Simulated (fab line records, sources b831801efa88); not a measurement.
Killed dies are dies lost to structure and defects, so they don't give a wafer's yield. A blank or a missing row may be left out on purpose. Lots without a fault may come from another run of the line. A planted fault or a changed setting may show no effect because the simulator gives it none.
Which tool did it? | flow sky130 | 24 lots, 72 wafers sampled, at 6 steps of a route of 708

WHAT THE GAUGES READ, wafer by wafer
SKY_NWELL_OVL_MEAS_10.
lot  | measured     | on         | NWELL_00_OVL (nm)
L074 | day 4 15:40  | overlay-02 | 2.4 3.6 2.2
L075 | day 4 20:37  | overlay-01 | 1.6 1.6 2.8
L076 | day 5 02:43  | overlay-02 | 1.2 0.9 1.4
L077 | day 5 07:59  | overlay-02 | 1.7 1.9 0.9
L078 | day 5 12:40  | overlay-01 | 3.3 2.0 3.3
L079 | day 5 17:52  | overlay-01 | 1.3 1.7 1.9
L080 | day 6 01:59  | overlay-02 | 0.2 -0.1 -0.1
L081 | day 6 09:40  | overlay-02 | 1.0 0.8 0.2
L082 | day 6 12:26  | overlay-02 | -2.8 -1.6 -0.2
L083 | day 6 17:29  | overlay-02 | 2.9 0.5 1.6
L084 | day 6 23:49  | overlay-01 | -1.7 -0.4 -0.1
L085 | day 7 05:47  | overlay-02 | 3.4 3.4 5.7
L086 | day 7 12:31  | overlay-02 | 0.3 1.9 0.0
L087 | day 7 18:43  | overlay-02 | 2.5 1.7 1.4
L088 | day 7 23:40  | overlay-02 | 1.7 2.1 1.3
L089 | day 8 03:19  | overlay-02 | 1.3 -0.6 0.0
L090 | day 8 13:19  | overlay-01 | -0.1 0.8 -1.2
L091 | day 8 19:05  | overlay-01 | 0.4 0.5 2.3
L092 | day 9 01:34  | overlay-01 | 0.7 1.3 0.8
L093 | day 9 06:08  | overlay-02 | 1.8 0.2 0.9
L094 | day 9 15:07  | overlay-01 | 2.0 2.7 1.6
L095 | day 9 19:13  | overlay-01 | 4.4 4.2 4.5
L096 | day 10 00:49 | overlay-01 | 2.8 2.4 2.0
L097 | day 10 06:01 | overlay-02 | 0.6 0.3 -0.4

SKY_METAL2_THK_MEAS_06: measures by xrf.
lot  | measured     | on            | METAL2_ALCU_THK (nm)
L074 | day 34 12:45 | film_metro-02 | 254 252 253
L075 | day 34 14:37 | film_metro-02 | 249 251 249
L076 | day 35 03:13 | film_metro-02 | 249 248 252
L077 | day 35 06:37 | film_metro-04 | 255 254 254
L078 | day 35 13:38 | film_metro-04 | 259 255 255
L079 | day 36 00:20 | film_metro-04 | 248 253 251
L080 | day 36 16:37 | film_metro-04 | 249 250 249
L081 | day 36 21:02 | film_metro-04 | 255 255 255
L082 | day 36 23:03 | film_metro-04 | 246 246 248
L083 | day 37 04:51 | film_metro-04 | 254 253 251
L084 | day 37 17:27 | film_metro-04 | 249 247 251
L085 | day 37 23:05 | film_metro-02 | 250 248 245
L086 | day 38 04:55 | film_metro-02 | 253 251 252
L087 | day 38 19:01 | film_metro-02 | 253 254 253
L088 | day 38 19:24 | film_metro-04 | 251 248 251
L089 | day 39 07:29 | film_metro-02 | 254 255 248
L090 | day 39 12:51 | film_metro-04 | 253 250 248
L091 | day 39 17:35 | film_metro-04 | 252 251 250
L092 | day 40 02:35 | film_metro-04 | 254 252 251
L093 | day 40 07:28 | film_metro-04 | 248 250 247
L094 | day 40 14:35 | film_metro-02 | 253 253 252
L095 | day 40 23:20 | film_metro-04 | 251 253 249
L096 | day 41 06:59 | film_metro-02 | 247 245 251
L097 | day 41 11:46 | film_metro-01 | 248 249 250

SKY_VIA4_THK_MEAS_20: measures by xrf.
lot  | measured     | on            | VIA4_W_THK (nm)
L074 | day 43 10:09 | film_metro-02 | 507 500 499
L075 | day 43 10:26 | film_metro-04 | 509 502 500
L076 | day 43 20:40 | film_metro-04 | 512 508 507
L077 | day 43 23:30 | film_metro-04 | 508 515 510
L078 | day 44 03:43 | film_metro-03 | 517 511 517
L079 | day 44 13:27 | film_metro-04 | 516 512 523
L080 | day 45 07:55 | film_metro-02 | 504 512 513
L081 | day 45 09:31 | film_metro-04 | 521 514 514
L082 | day 45 10:11 | film_metro-02 | 515 516 506
L083 | day 45 13:37 | film_metro-04 | 522 521 512
L084 | day 45 22:14 | film_metro-04 | 511 516 509
L085 | day 46 08:57 | film_metro-04 | 527 525 524
L086 | day 46 11:43 | film_metro-04 | 527 518 515
L087 | day 47 01:58 | film_metro-04 | 520 515 516
L088 | day 47 02:54 | film_metro-03 | 518 521 521
L089 | day 47 07:38 | film_metro-02 | 502 507 510
L090 | day 47 12:07 | film_metro-04 | 515 520 522
L091 | day 47 23:40 | film_metro-04 | 524 524 520
L092 | day 48 03:30 | film_metro-02 | 511 511 508
L093 | day 48 05:58 | film_metro-03 | 517 520 516
L094 | day 48 09:33 | film_metro-04 | 502 509 509
L095 | day 48 12:52 | film_metro-03 | 506 506 510
L096 | day 49 01:58 | film_metro-03 | 517 516 512
L097 | day 49 02:37 | film_metro-04 | 512 508 509

WHICH TOOL RAN EACH LOT (tool, then ch and the chambers of the sampled wafers, then the start)
lot  | SKY_SD_P_STRIP_10                    | SKY_CONTACT_ETCH_16                | SKY_VIA2_CMP_02
L074 | plasma_asher-01 ch 0,1, day 25 20:34 | rie_diel-02 ch 0,1, day 32 01:28   | cmp-01 ch 1,2,3, day 35 16:05
L075 | plasma_asher-03 ch 0,1, day 25 22:43 | rie_diel-03 ch 2,3, day 32 03:22   | cmp-02 ch 0,3, day 35 18:13
L076 | plasma_asher-01 ch 0,1, day 26 12:04 | rie_diel-04 ch 1,2,3, day 32 16:40 | cmp-02 ch 0,1,2, day 36 06:37
L077 | plasma_asher-01 ch 0,1, day 26 16:14 | rie_diel-03 ch 1,2, day 32 20:16   | cmp-01 ch 0,1,3, day 36 09:40
L078 | plasma_asher-04 ch 0,1, day 26 22:43 | rie_diel-03 ch 0,1, day 33 03:01   | cmp-02 ch 0,1,3, day 36 16:58
L079 | plasma_asher-04 ch 0,1, day 27 12:37 | rie_diel-02 ch 0,1,3, day 33 14:25 | cmp-01 ch 0,2,3, day 37 02:50
L080 | plasma_asher-01 ch 0,1, day 28 01:13 | rie_diel-03 ch 2,3, day 34 06:58   | cmp-01 ch 1,2,3, day 37 20:04
L081 | plasma_asher-01 ch 0,1, day 28 10:58 | rie_diel-03 ch 0,1,3, day 34 11:53 | cmp-02 ch 0,2, day 37 23:47
L082 | plasma_asher-04 ch 0,1, day 28 13:25 | rie_diel-02 ch 0,3, day 34 13:10   | cmp-02 ch 2,3, day 38 02:17
L083 | plasma_asher-04 ch 0,1, day 28 21:22 | rie_diel-04 ch 1,2, day 34 19:01   | cmp-01 ch 0,3, day 38 08:17
L084 | plasma_asher-01 ch 0,1, day 29 06:28 | rie_diel-04 ch 0,1,3, day 35 08:04 | cmp-01 ch 0,2,3, day 38 20:29
L085 | plasma_asher-01 ch 0,1, day 29 15:29 | rie_diel-03 ch 0,3, day 35 13:28   | cmp-01 ch 0,1,3, day 39 02:08
L086 | plasma_asher-01 ch 0,1, day 29 23:01 | rie_diel-04 ch 1,2,3, day 35 19:05 | cmp-02 ch 0,1, day 39 08:16
L087 | plasma_asher-01 ch 0,1, day 30 14:40 | rie_diel-03 ch 0,2, day 36 09:19   | cmp-01 ch 1,2, day 39 21:47
L088 | plasma_asher-04 ch 0,1, day 30 14:49 | rie_diel-02 ch 0,1, day 36 11:22   | cmp-02 ch 1,2, day 39 22:13
L089 | plasma_asher-03 ch 0,1, day 31 02:25 | rie_diel-04 ch 1,2, day 36 22:55   | cmp-01 ch 0,1,2, day 40 10:08
L090 | plasma_asher-04 ch 0,1, day 31 08:28 | rie_diel-03 ch 1,3, day 37 04:22   | cmp-01 ch 0,2,3, day 40 15:38
L091 | plasma_asher-03 ch 0,1, day 31 16:22 | rie_diel-04 ch 0,2,3, day 37 10:13 | cmp-01 ch 1,2, day 40 19:40
L092 | plasma_asher-01 ch 0,1, day 32 01:25 | rie_diel-03 ch 0,2,3, day 37 19:13 | cmp-02 ch 0,2,3, day 41 05:34
L093 | plasma_asher-01 ch 0,1, day 32 02:59 | rie_diel-02 ch 0,1,3, day 38 00:04 | cmp-01 ch 0,2, day 41 09:34
L094 | plasma_asher-04 ch 0,1, day 32 14:43 | rie_diel-04 ch 0,2,3, day 38 08:01 | cmp-02 ch 1,3, day 41 17:02
L095 | plasma_asher-01 ch 0,1, day 33 00:28 | rie_diel-02 ch 1,2,3, day 38 15:52 | cmp-01 ch 0,1,3, day 42 00:13
L096 | plasma_asher-01 ch 0, day 33 08:34   | rie_diel-02 ch 0,2, day 38 23:58   | cmp-02 ch 0,2,3, day 42 08:35
L097 | plasma_asher-03 ch 0,1, day 33 12:25 | rie_diel-02 ch 1,2,3, day 39 05:31 | cmp-02 ch 0,1,3, day 42 13:04
- SKY_SD_P_STRIP_10: strips in O2/N2.
- SKY_CONTACT_ETCH_16: etches BARC in N2/H2, stops on SiO2, time 45.9 s, target depth 60 nm.
- SKY_VIA2_CMP_02: polishes SiO2.

WHAT THE TOOLS THEMSELVES READ (means of the sampled wafers that have a number; where no wafer has one, the mark that the record gives instead)
SKY_SD_P_STRIP_10.
lot  | tool            | drypump_motor_current_A (A) | oes_product_au (a.u.) | strip_time_to_endpoint_s (s)
L074 | plasma_asher-01 | 6.0                         | 0.617                 | 17.50
L075 | plasma_asher-03 | 5.8                         | 0.619                 | 17.54
L076 | plasma_asher-01 | 6.0                         | 0.614                 | 17.50
L077 | plasma_asher-01 | 5.7                         | 0.617                 | 17.46
L078 | plasma_asher-04 | 6.1                         | 0.617                 | 17.42
L079 | plasma_asher-04 | 6.1                         | 0.617                 | 17.50
L080 | plasma_asher-01 | 5.7                         | 0.619                 | 17.51
L081 | plasma_asher-01 | 6.0                         | 0.618                 | 17.42
L082 | plasma_asher-04 | 6.0                         | 0.612                 | 17.45
L083 | plasma_asher-04 | 6.0                         | 0.616                 | 17.46
L084 | plasma_asher-01 | 5.8                         | 0.616                 | 17.46
L085 | plasma_asher-01 | 5.7                         | 0.618                 | 17.45
L086 | plasma_asher-01 | 5.7                         | 0.619                 | 17.49
L087 | plasma_asher-01 | 6.0                         | 0.620                 | 17.50
L088 | plasma_asher-04 | 6.0                         | 0.619                 | 17.51
L089 | plasma_asher-03 | 5.7                         | 0.621                 | 17.49
L090 | plasma_asher-04 | 6.1                         | 0.616                 | 17.51
L091 | plasma_asher-03 | 5.7                         | 0.618                 | 17.46
L092 | plasma_asher-01 | 5.7                         | 0.620                 | 17.54
L093 | plasma_asher-01 | 5.7                         | 0.621                 | 17.51
L094 | plasma_asher-04 | 6.1                         | 0.619                 | 17.53
L095 | plasma_asher-01 | 6.0                         | 0.616                 | 17.53
L096 | plasma_asher-01 | 6.2                         | 0.613                 | 17.54
L097 | plasma_asher-03 | 5.7                         | 0.616                 | 17.52

SKY_CONTACT_ETCH_16.
lot  | tool        | drypump_motor_current_A (A) | oes_product_au (a.u.) | throttle_valve_pct (%)
L074 | rie_diel-02 | 5.4                         | 0.860                 | 13.230
L075 | rie_diel-03 | 5.6                         | 0.862                 | 13.225
L076 | rie_diel-04 | 6.0                         | 0.856                 | 13.232
L077 | rie_diel-03 | 5.3                         | 0.860                 | 13.226
L078 | rie_diel-03 | 5.0                         | 0.864                 | 13.220
L079 | rie_diel-02 | 5.7                         | 0.857                 | 13.223
L080 | rie_diel-03 | 5.7                         | 0.861                 | 13.231
L081 | rie_diel-03 | 5.1                         | 0.865                 | 13.219
L082 | rie_diel-02 | 5.5                         | 0.858                 | 13.227
L083 | rie_diel-04 | 6.1                         | 0.855                 | 13.228
L084 | rie_diel-04 | 6.0                         | 0.857                 | 13.230
L085 | rie_diel-03 | 5.2                         | 0.856                 | 13.216
L086 | rie_diel-04 | 6.0                         | 0.862                 | 13.219
L087 | rie_diel-03 | 5.6                         | 0.858                 | 13.222
L088 | rie_diel-02 | 5.2                         | 0.864                 | 13.232
L089 | rie_diel-04 | 5.9                         | 0.861                 | 13.231
L090 | rie_diel-03 | 5.4                         | 0.859                 | 13.229
L091 | rie_diel-04 | 5.8                         | 0.860                 | 13.225
L092 | rie_diel-03 | 5.5                         | 0.860                 | 13.231
L093 | rie_diel-02 | 5.7                         | 0.862                 | 13.220
L094 | rie_diel-04 | 5.8                         | 0.859                 | 13.226
L095 | rie_diel-02 | 5.7                         | 0.853                 | 13.222
L096 | rie_diel-02 | 5.0                         | 0.860                 | 13.230
L097 | rie_diel-02 | 5.7                         | 0.858                 | 13.225

SKY_VIA2_CMP_02.
lot  | tool   | edge_zone_pressure_frac | motor_current_A (A) | retaining_ring_pressure_frac
L074 | cmp-01 | 1.003                   | 13.8                | 1.003
L075 | cmp-02 | 1.000                   | 11.3                | 1.006
L076 | cmp-02 | 1.000                   | 10.6                | 1.002
L077 | cmp-01 | 1.000                   | 12.6                | 0.994
L078 | cmp-02 | 1.004                   | 10.7                | 1.002
L079 | cmp-01 | 0.998                   | 13.2                | 1.004
L080 | cmp-01 | 1.001                   | 13.1                | 0.995
L081 | cmp-02 | 1.000                   | 10.1                | 1.001
L082 | cmp-02 | 0.998                   | 12.0                | 1.003
L083 | cmp-01 | 0.992                   | 13.1                | 0.998
L084 | cmp-01 | 1.001                   | 13.3                | 1.001
L085 | cmp-01 | 0.997                   | 12.9                | 0.998
L086 | cmp-02 | 1.001                   | 10.0                | 0.998
L087 | cmp-01 | 1.003                   | 13.5                | 0.998
L088 | cmp-02 | 0.997                   | 10.4                | 1.001
L089 | cmp-01 | 1.000                   | 13.0                | 1.001
L090 | cmp-01 | 1.000                   | 13.8                | 1.001
L091 | cmp-01 | 1.000                   | 13.6                | 1.006
L092 | cmp-02 | 0.996                   | 11.0                | 1.001
L093 | cmp-01 | 1.003                   | 13.7                | 1.002
L094 | cmp-02 | 0.999                   | 11.1                | 0.998
L095 | cmp-01 | 1.001                   | 13.0                | 1.000
L096 | cmp-02 | 1.001                   | 10.8                | 0.997
L097 | cmp-02 | 0.999                   | 10.7                | 0.997

THE ANSWER, worked out from the rows above alone
Rule: what is usual is taken from the lots themselves. Put in order of their means at a reading, lots are off if they are a third of the lots or fewer, leave a main group of 4 or more, and stand apart from it by a gap of 3 or more times the standard deviation of the main group's means; of several such gaps the widest counts. A main group whose means are all the same, to the digits that the tables above print for the reading, isn't used. A lot without any number at a reading at which 4 lots or more have one is off too. The other lots that the step has rows for count as sound. The gauges are gone through in route order, then the tools' own readings, and for those a lot's mean is taken as printed above. The first step at which some lot is off is used, and at that step the reading that is off furthest; a lot without a number counts as furthest.
No lot is off at any reading shown: from this, nothing can be told.

WHAT THE SIMULATOR HAD PUT IN
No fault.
